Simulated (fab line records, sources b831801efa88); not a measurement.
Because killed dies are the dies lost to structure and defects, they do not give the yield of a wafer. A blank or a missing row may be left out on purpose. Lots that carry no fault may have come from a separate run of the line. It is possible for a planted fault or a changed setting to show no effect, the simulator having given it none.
Check for tools in common | flow gf180mcu | Sampled: 13 lots, 39 wafers

## WHAT PROMPTED THE OPENING
Flagged at GF_CONTACT_CD_MEAS_14: reading cd-nm, on 1 of 13 lots. Wafers without a fault read 219.9 nm, standard deviation 1.2.
Rule: flag the lot when none of its wafers has a number, or when each of its wafers that has one lies beyond 4 standard deviations from that mean. The rest of the lots are taken to be sound.

lot  | measured     | on        | cd-nm (nm), wafer by wafer | flag
L588 | day 15 20:56 | cd-sem-02 | 219.8 218.7 219.5          |
L589 | day 16 09:11 | cd-sem-02 | 219.3 219.4 219.4          |
L590 | day 16 22:01 | cd-sem-02 | 219.5 218.2 219.4          |
L593 | day 17 22:24 | cd-sem-01 | 220.1 218.8 218.8          |
L594 | day 18 11:05 | cd-sem-01 | 221.3 221.9 220.9          |
L595 | day 18 16:12 | cd-sem-02 | 219.6 218.4 218.2          |
L596 | day 18 22:36 | cd-sem-02 | 193.7 194.8 195.4          | FLAGGED
L597 | day 19 11:04 | cd-sem-01 | 221.6 220.2 220.3          |
L603 | day 21 21:20 | cd-sem-01 | 219.9 221.1 221.1          |
L605 | day 22 10:38 | cd-sem-02 | 219.7 220.2 220.3          |
L606 | day 22 13:09 | cd-sem-01 | 220.2 220.4 219.8          |
L610 | day 23 22:46 | cd-sem-01 | 220.7 220.8 219.6          |
L611 | day 24 06:47 | cd-sem-01 | 219.8 219.7 220.7          |
On average the flagged lots' numbers are 194.6 nm, which is -25.3 nm against the usual, or -21 standard deviations.

## LOT BY LOT: THE TOOL USED
The record holds 1 process step before the reading, out of a route of 602 steps. Every cell lists first the tool, next ch and the chambers used by the sampled wafers, and last the start.
lot  | flag    | GF_CONTACT_EXPOSE_11
L588 |         | krf-scanner-02 ch 0, day 15 10:17
L589 |         | krf-scanner-02 ch 0, day 15 22:26
L590 |         | krf-scanner-01 ch 0, day 16 11:06
L593 |         | krf-scanner-01 ch 0, day 17 11:26
L594 |         | krf-scanner-01 ch 0, day 17 23:09
L595 |         | krf-scanner-02 ch 0, day 18 04:08
L596 | FLAGGED | krf-scanner-02 ch 0, day 18 11:21
L597 |         | krf-scanner-01 ch 0, day 18 22:50
L603 |         | krf-scanner-02 ch 0, day 21 08:56
L605 |         | krf-scanner-02 ch 0, day 21 23:16
L606 |         | krf-scanner-02 ch 0, day 22 01:53
L610 |         | krf-scanner-01 ch 0, day 23 11:31
L611 |         | krf-scanner-02 ch 0, day 23 19:52
What the steps here do:
- GF_CONTACT_EXPOSE_11: exposes mask Contact, target cd 220 nm.
- GF_CONTACT_CD_MEAS_14: target cd 220 nm.

## FLAGGED OVER TOTAL, TOOL BY TOOL (the gauges that took the reading come last)
step                  | tool           | lots run | flagged | share of the flagged lots | sound lots run after its first flagged lot
GF_CONTACT_EXPOSE_11  | krf-scanner-01 | 5        | 0       | none                      | -
GF_CONTACT_EXPOSE_11  | krf-scanner-02 | 8        | 1       | all                       | 4 (L603,L605,L606,L611)
GF_CONTACT_CD_MEAS_14 | cd-sem-01      | 7        | 0       | none                      | -
GF_CONTACT_CD_MEAS_14 | cd-sem-02      | 6        | 1       | all                       | 1 (L605)

## WHAT THE TABLE ALLOWS
Rows of the table that ran all the flagged lots, 2 in number: krf-scanner-02 at GF_CONTACT_EXPOSE_11; cd-sem-02 at GF_CONTACT_CD_MEAS_14.
- krf-scanner-02 at GF_CONTACT_EXPOSE_11 ran 8 lots, 1 of them flagged. Lots that were sound ran on it after the first flagged one (L603, L605, L606, L611); a persistent fault on the entire tool would not allow that.
- cd-sem-02 at GF_CONTACT_CD_MEAS_14 ran 6 lots, 1 of them flagged. Lots that were sound ran on it after the first flagged one (L605); a persistent fault on the entire tool would not allow that.
None of the table's rows ran every flagged lot and, after the first, no sound lot.

## WHAT THE SIMULATOR PUT IN
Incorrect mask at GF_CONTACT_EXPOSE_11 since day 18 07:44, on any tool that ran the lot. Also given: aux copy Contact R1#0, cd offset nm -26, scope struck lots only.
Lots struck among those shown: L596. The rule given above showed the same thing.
